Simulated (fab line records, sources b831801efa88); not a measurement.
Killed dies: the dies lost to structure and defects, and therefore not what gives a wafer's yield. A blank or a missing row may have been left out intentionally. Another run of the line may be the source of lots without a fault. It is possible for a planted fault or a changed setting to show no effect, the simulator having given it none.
Code-filled problem report in 8D (eight disciplines) form ; flow gf180mcu ; the parts of the form that need people (team, actions taken, sign-off) are left out

== 1. THE PROBLEM ==
Mean of run length s at GF_M3_SOFTBAKE_10: 106.98 s across 3 wafers in 2 lots; on wafers with no fault it is 89.32 s (standard deviation 0.14). So: +99 or more standard deviations from the usual mean.
The step: time 60 s.
The first sign was on wafer L492.1 at day 25 11:35, on litho track-03. Wafers with a number at this step in the record: 18, from 6 lots. Rule for "out" (also "out of limits"): further than 4 standard deviations from the usual mean. The rest of the wafers with a number are treated as sound.

== 2. WHAT IT IS, AND WHAT IT ISN'T ==
question;is;is not
which readings at this step;run length s;-
which lots;L492, L494;L483, L499, L500, L502
which wafers of those lots;L492.1, L492.6, L494.6;L492.3, L494.2, L494.4
read on which tools;litho track-03;litho track-01, litho track-02
when;from day 25 11:35;"up to then (4 sound wafers); but 11 sound wafers of L494, L499, L500, L502 came after"

== 3. WHAT RULES OUT EACH SUSPECT ==
Counting: any tool at a process step up to the reading remains a suspect provided it ran every lot that is out. Sound lots after the first of them don't rule it out here, since some wafers of a struck lot are sound.
- cmp-01 at GF_V2_CMP_26 (polishes, stops on SiO2, t overpolish 15 s, target thk 0 nm): kept. It ran every lot that is out, first L492 (day 25 00:04).
- litho track-03 at GF_M3_SOFTBAKE_10 (time 60 s): kept. It ran every lot that is out, first L492 (day 25 11:35); its last sound lot up to then is L483 (day 22 09:44). Out on those wafers are its own readings of run length s.
Left after counting: cmp-01 at GF_V2_CMP_26, litho track-03 at GF_M3_SOFTBAKE_10.

== 4. THE CAUSE (what the simulator had put in) ==
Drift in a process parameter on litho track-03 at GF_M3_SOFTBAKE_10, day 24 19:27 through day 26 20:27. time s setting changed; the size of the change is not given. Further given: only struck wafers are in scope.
Counting leaves 2 suspects; this tool is one of them.

== 5. THE EFFECT CHAIN, in route order ==
Rows list readings where the struck wafers' mean (over those with a number) sits beyond 3 standard deviations from the usual. Only readings whose record carries a usual standard deviation are examined. hours: median over the lots of the time between each lot's start at the first step of this table that gives one and its start at this step. sigmas: the change, counted in usual standard deviations.
hours;step;reading;usual;on struck wafers;change;sigmas
0;GF_M3_SOFTBAKE_10;run length s;89.32 s;106.98;+17.66;+99 or more
Its process steps:
- GF_M3_SOFTBAKE_10: time 60 s.
Later steps that measure or inspect, where all struck wafers having a row at the step show a number for every such reading and not one has moved that far: GF_M3_CD_MEAS_14, GF_M3_OVL_MEAS_15.

== 6. HOW IT WOULD HAVE BEEN CAUGHT EARLIER ==
16 hours passed between the start of the fault at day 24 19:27 and the first reading out of limits in this record, taken at day 25 11:35.
